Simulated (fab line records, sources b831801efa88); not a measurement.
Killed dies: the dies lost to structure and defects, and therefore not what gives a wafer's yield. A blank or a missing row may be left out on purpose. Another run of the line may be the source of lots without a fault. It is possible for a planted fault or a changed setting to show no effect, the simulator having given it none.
What tool caused it? | flow sky130 | 12 lots, 36 wafers sampled, at 5 steps of a route of 708

## WHAT EACH GAUGE READ, for each wafer
SKY_METAL1_THK_MEAS_06: measures by xrf. Usual: METAL1_ALCU_THK 252 nm, standard deviation 3.3.
lot  | measured     | on           | METAL1_ALCU_THK (nm) | flag
L206 | day 31 15:19 | filmMetro-04 | 246 252 247          | 
L209 | day 33 06:20 | filmMetro-01 | 247 248 246          | 
L210 | day 33 18:52 | filmMetro-01 | 257 254 257          | 
L213 | day 34 07:29 | filmMetro-01 | 256 253 251          | 
L212 | day 34 08:29 | filmMetro-04 | 258 258 256          | 
L215 | day 34 18:04 | filmMetro-04 | 252 253 251          | 
L216 | day 35 03:13 | filmMetro-04 | 248 249 250          | 
L218 | day 36 14:16 | filmMetro-04 | 252 254 256          | 
L220 | day 36 22:00 | filmMetro-04 | 247 246 246          | 
L226 | day 38 05:04 | filmMetro-01 | 254 252 254          | 
L227 | day 38 22:31 | filmMetro-01 | 258 254 256          | 
L228 | day 39 01:19 | filmMetro-01 | 255 258 254          | 

SKY_VIA1_THK_MEAS_01. Usual: VIA1_HDPCVD_THK 1026 nm, standard deviation 11.
lot  | measured     | on           | VIA1_HDPCVD_THK (nm) | flag
L206 | day 32 19:08 | filmMetro-02 | 1042 1025 1044       | 
L209 | day 34 09:43 | filmMetro-03 | 1021 1022 1010       | 
L210 | day 34 22:49 | filmMetro-02 | 1044 1032 1037       | 
L213 | day 35 10:49 | filmMetro-01 | 1027 1020 1047       | 
L212 | day 35 11:57 | filmMetro-01 | 1026 1012 1017       | 
L215 | day 35 21:16 | filmMetro-02 | 1027 1029 1031       | 
L216 | day 36 06:11 | filmMetro-02 | 1018 1021 1016       | 
L218 | day 37 16:57 | filmMetro-01 | 1033 865 871         | OFF
L220 | day 38 00:38 | filmMetro-01 | 1042 879 1039        | OFF
L226 | day 39 07:01 | filmMetro-01 | 1009 1026 1037       | 
L227 | day 40 00:37 | filmMetro-03 | 1029 1021 1001       | 
L228 | day 40 03:03 | filmMetro-03 | 1003 998 1024        | 

## TOOL THAT RAN EACH LOT (tool first, then ch and the chambers of the sampled wafers, then the start)
lot  | SKY_LI_CONTACT_CVD_21        | SKY_CONTACT_ETCH_17               | SKY_VIA1_HDPCVD_00
L206 | cvdW-01 ch 0,1, day 29 04:49 | rieDiel-03 ch 0,1,3, day 31 13:22 | hdpcvd-01 ch 1,2, day 32 19:00
L209 | cvdW-02 ch 0, day 30 20:28   | rieDiel-04 ch 0,1,3, day 33 04:43 | hdpcvd-02 ch 0,2, day 34 09:35
L210 | cvdW-02 ch 0,1, day 31 09:02 | rieDiel-04 ch 0,1,3, day 33 17:15 | hdpcvd-01 ch 0,1,2, day 34 22:41
L213 | cvdW-02 ch 0,1, day 31 21:38 | rieDiel-02 ch 0,1,2, day 34 05:52 | hdpcvd-01 ch 1,2, day 35 10:38
L212 | cvdW-01 ch 0,1, day 31 22:37 | rieDiel-03 ch 0,3, day 34 06:49   | hdpcvd-01 ch 0,1,2, day 35 11:52
L215 | cvdW-01 ch 0,1, day 32 09:41 | rieDiel-02 ch 0,2, day 34 16:28   | hdpcvd-01 ch 0,1, day 35 21:09
L216 | cvdW-02 ch 1, day 32 18:07   | rieDiel-04 ch 2,3, day 35 01:37   | hdpcvd-02 ch 1,2, day 36 06:03
L218 | cvdW-01 ch 0,1, day 34 05:05 | rieDiel-02 ch 0,1,3, day 36 12:37 | hdpcvd-02 ch 0,1, day 37 16:50
L220 | cvdW-02 ch 0,1, day 34 14:01 | rieDiel-02 ch 0,1,3, day 36 20:24 | hdpcvd-02 ch 0,1,2, day 38 00:31
L226 | cvdW-02 ch 0,1, day 35 21:17 | rieDiel-03 ch 0,1,3, day 38 03:28 | hdpcvd-01 ch 0,1, day 39 06:53
L227 | cvdW-01 ch 0,1, day 36 14:43 | rieDiel-02 ch 0,1, day 38 20:55   | hdpcvd-01 ch 0,1, day 40 00:30
L228 | cvdW-02 ch 0,1, day 36 17:47 | rieDiel-03 ch 1,2,3, day 38 23:40 | hdpcvd-02 ch 0,1,2, day 40 02:56
- SKY_LI_CONTACT_CVD_21: deposits W, target thk 400 nm, time 120.56 s.
- SKY_CONTACT_ETCH_17: etches SiO2 in C4F8/O2/Ar, stops on Si3N4, target depth 340 nm.
- SKY_VIA1_HDPCVD_00: deposits SiO2, target thk 1030 nm, time 171.7 s.

## WHAT THE TOOLS THEMSELVES READ (means of the sampled wafers that have a number; where no wafer has one, the mark that the record gives instead)
SKY_LI_CONTACT_CVD_21. Usual: heaterPowerW at 829 W, with a standard deviation of 100.
lot  | tool    | heaterPowerW (W) | flag
L206 | cvdW-01 | 853              | 
L209 | cvdW-02 | 711              | 
L210 | cvdW-02 | 795              | 
L213 | cvdW-02 | 871              | 
L212 | cvdW-01 | 797              | 
L215 | cvdW-01 | 864              | 
L216 | cvdW-02 | 959              | 
L218 | cvdW-01 | 848              | 
L220 | cvdW-02 | 880              | 
L226 | cvdW-02 | 874              | 
L227 | cvdW-01 | 804              | 
L228 | cvdW-02 | 798              | 

SKY_CONTACT_ETCH_17. Usual: oesProductAu at 0.892 a.u., with a standard deviation of 0.0046.
lot  | tool       | oesProductAu (a.u.) | flag
L206 | rieDiel-03 | 0.893               | 
L209 | rieDiel-04 | 0.892               | 
L210 | rieDiel-04 | 0.890               | 
L213 | rieDiel-02 | 0.894               | 
L212 | rieDiel-03 | 0.890               | 
L215 | rieDiel-02 | 0.891               | 
L216 | rieDiel-04 | 0.891               | 
L218 | rieDiel-02 | 0.894               | 
L220 | rieDiel-02 | 0.888               | 
L226 | rieDiel-03 | 0.893               | 
L227 | rieDiel-02 | 0.895               | 
L228 | rieDiel-03 | 0.890               | 

SKY_VIA1_HDPCVD_00. Usual: sih4FlowSccm at 60.01 sccm, with a standard deviation of 0.17.
lot  | tool      | sih4FlowSccm (sccm) | flag
L206 | hdpcvd-01 | 60.07               | 
L209 | hdpcvd-02 | 59.95               | 
L210 | hdpcvd-01 | 59.86               | 
L213 | hdpcvd-01 | 59.95               | 
L212 | hdpcvd-01 | 60.16               | 
L215 | hdpcvd-01 | 60.11               | 
L216 | hdpcvd-02 | 59.96               | 
L218 | hdpcvd-02 | 53.92               | OFF
L220 | hdpcvd-02 | 57.01               | OFF
L226 | hdpcvd-01 | 60.25               | 
L227 | hdpcvd-01 | 60.14               | 
L228 | hdpcvd-02 | 59.97               | 

## THE ANSWER, worked out from the rows above alone
Rule: lot off if the mean of its wafers having a number is beyond 3 standard deviations from the usual mean. Also off: a lot with no number at a reading for which 4 or more lots have one. The other lots that the step has rows for count as sound. After the gauges, taken in route order, come the tools' own readings; for these a lot's mean is taken, as printed above. The first step at which some lot is off is used, and at that step the reading that is off furthest; a lot without a number counts as furthest.
Off: L218, L220, at SKY_VIA1_THK_MEAS_01 (VIA1_HDPCVD_THK).
If a tool, at a process step before that reading, ran all the lots that are off and no sound lot after the first of them, it fits. Not tried: the gauges at SKY_VIA1_THK_MEAS_01; whatever is off there is also off at SKY_VIA1_HDPCVD_00, on other tools, and gauge error can't account for it. No candidate that was tried fits.

## WHAT THE SIMULATOR HAD INSERTED
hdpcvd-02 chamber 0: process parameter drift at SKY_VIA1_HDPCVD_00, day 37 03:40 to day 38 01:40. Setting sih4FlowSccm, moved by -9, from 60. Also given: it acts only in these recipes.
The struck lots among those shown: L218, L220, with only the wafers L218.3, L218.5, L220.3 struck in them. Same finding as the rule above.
